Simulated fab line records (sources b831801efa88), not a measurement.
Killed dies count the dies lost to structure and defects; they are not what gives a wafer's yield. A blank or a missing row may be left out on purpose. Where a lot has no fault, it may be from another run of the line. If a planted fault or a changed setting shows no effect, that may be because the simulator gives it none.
Problem report in the 8D (eight disciplines) form, filled by code | flow sky130 | the parts of the form that need people (team, actions taken, sign-off) are left out

== 1. WHAT WENT WRONG ==
Wafers without a fault read 40.01 Torr, standard deviation 0.083; chamberPressureTorr at SKY_LI_CONTACT_CVD_21 reads a mean of 44.68 Torr on 3 wafers belonging to 2 lots. That is +56 standard deviations from the usual mean.
The step: deposits W, target thk 400 nm, time 120.56 s.
Seen first at day 32 20:12 on cvdW-01, wafer L634.4. At this step, 18 wafers from 6 lots have a number in the record. Rule for "out", or "out of limits": more than 4 standard deviations from the usual mean. Any other wafer with a number is counted as sound.

== 2. WHAT IT IS, WHAT IT ISN'T ==
question                    | is                     | is not
which readings at this step | chamberPressureTorr    | heaterPowerW
which lots                  | L634, L637             | L627, L647, L648, L649
which wafers of those lots  | L634.4, L637.1, L637.4 | L634.3, L634.6, L637.5
read on which tools         | cvdW-01                | cvdW-02
when                        | from day 32 20:12      | up to then (5 sound wafers); but 10 sound wafers of L637, L647, L648, L649 came after

== 3. THE SUSPECTS, EACH WITH WHAT RULES IT OUT ==
Counting: any tool at a process step up to the reading remains a suspect provided it ran every lot that is out. Sound lots after the first of them don't rule it out here, since some wafers of a struck lot are sound.
- pvdSputter-04 at SKY_LI_CONTACT_SPUTTER_19 (material Ti, target thk 20 nm, time 106.37 s): kept. It ran every lot that is out, first L634 (day 32 20:01).
- pvdSputter-04 at SKY_LI_CONTACT_SPUTTER_20 (material TiN, target thk 20 nm, time 80 s): kept. It ran every lot that is out, first L634 (day 32 20:06).
- cvdW-01 at SKY_LI_CONTACT_CVD_21 (deposits W, target thk 400 nm, time 120.56 s): kept. Ran every lot that is out, first one L634 (day 32 20:12); last sound lot up to then L627 (day 29 04:14). Out on those wafers are its own readings of chamberPressureTorr.
- Within cvdW-01 at SKY_LI_CONTACT_CVD_21: the wafers that are out ran in chamber 0; their sound lot-mates ran in chamber 1.
The count leaves pvdSputter-04 at SKY_LI_CONTACT_SPUTTER_19, pvdSputter-04 at SKY_LI_CONTACT_SPUTTER_20, and cvdW-01 at SKY_LI_CONTACT_CVD_21.

== 4. THE CAUSE (what the simulator had put in) ==
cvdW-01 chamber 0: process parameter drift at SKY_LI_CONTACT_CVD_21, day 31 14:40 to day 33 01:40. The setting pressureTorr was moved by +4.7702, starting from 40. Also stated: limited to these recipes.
Counting leaves 3 suspects; this tool is one of them.

== 5. SEQUENCE OF EFFECTS, ordered by route ==
Rows list readings where the struck wafers' mean (over those with a number) sits beyond 3 standard deviations from the usual. Only readings for which the record gives a usual standard deviation are gone through. hours: the time from each lot's start at the first step in this table that gives one to its start at this step, as a median over the lots. sigmas: the change in usual standard deviations.
hours | step                  | reading             | usual      | on struck wafers | change | sigmas
0     | SKY_LI_CONTACT_CVD_21 | chamberPressureTorr | 40.01 Torr | 44.68            | +4.67  | +56
The process steps in it:
- SKY_LI_CONTACT_CVD_21: deposits W, target thk 400 nm, time 120.56 s.
Later steps that measure or inspect, where all struck wafers having a row at the step show a number for every such reading and not one has moved that far: SKY_LI_CONTACT_RS_MEAS_22.

== 6. WHAT WOULD HAVE CAUGHT IT SOONER ==
30 hours passed between the start of the fault at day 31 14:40 and the first reading out of limits in this record, taken at day 32 20:12.
